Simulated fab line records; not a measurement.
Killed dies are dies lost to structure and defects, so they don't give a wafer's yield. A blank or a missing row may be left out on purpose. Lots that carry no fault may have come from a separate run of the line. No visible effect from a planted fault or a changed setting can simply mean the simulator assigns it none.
Problem report in the 8D (eight disciplines) form, filled by code	flow gf180mcu	the parts of the form that need people (team, actions taken, sign-off) are left out

## 1. WHAT WENT WRONG
Wafers without a fault read 127.4 s, standard deviation 2.6; run length s at GF_SALICIDE_WET_ETCH_01 reads a mean of 205.4 s on 6 wafers belonging to 2 lots. Relative to the usual mean, that is a shift of +30 standard deviations.
The step: etches SiO2 in dHF, target depth 5 nm, time 100 s.
First observed at day 19 20:47: wafer L511.3, on wet bench-01. Wafers with a number at this step in the record: 39, from 13 lots. The rule behind "out" and "out of limits": a value lying over 4 standard deviations away from the usual mean. The other wafers with a number count as sound.

## 2. WHAT IT IS, WHAT IT ISN'T
question	is	is not
which readings at this step	run length s	bath heat duty pct
which lots	L511, L512	L499, L500, L502, L503, L504, L506, L507, L509, L514, L520, L521
which wafers of those lots	all that have a number	-
read on which tools	wet bench-01	wet bench-03, wet bench-04
when	from day 19 20:47	up to then (24 sound wafers); but 9 sound wafers of L514, L520, L521 came after

## 3. THE SUSPECTS, EACH WITH WHAT RULES IT OUT
Counting: any tool at a process step up to the reading is kept as a suspect provided that every lot that is out went through it and no sound lot did after the first of them.
- wet bench-01 at GF_SALICIDE_WET_ETCH_01 (etches SiO2 in dHF, target depth 5 nm, time 100 s): ruled out as a lasting fault. The sound lots L520, L521 went through it after L511, its earliest lot that is out (day 19 20:47).
Left after counting: nothing in the record.

## 4. THE CAUSE (what the simulator had put in)
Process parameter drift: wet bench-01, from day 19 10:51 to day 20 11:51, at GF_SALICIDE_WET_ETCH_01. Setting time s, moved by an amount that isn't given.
Counting ruled it out, wrongly.

## 5. SEQUENCE OF EFFECTS, ordered by route
Each row: a reading where the mean over the struck wafers with a number is more than 3 standard deviations away from the usual. Only readings whose record carries a usual standard deviation are examined. hours: median over the lots of the time between each lot's start at the first step of this table that gives one and its start at this step. sigmas: the change, counted in usual standard deviations.
hours	step	reading	usual	on struck wafers	change	sigmas
0	GF_SALICIDE_WET_ETCH_01	run length s	127.4 s	205.4	+78.0	+30
It contains these process steps:
- GF_SALICIDE_WET_ETCH_01: etches SiO2 in dHF, target depth 5 nm, time 100 s.
Later steps that measure or inspect, where all struck wafers having a row at the step show a number for every such reading and not one has moved that far: GF_M1_CD_MEAS_14.

## 6. HOW IT WOULD HAVE BEEN CAUGHT EARLIER
In this record no reading fell out of limits until day 19 20:47, 10 hours after the fault had begun at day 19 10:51.
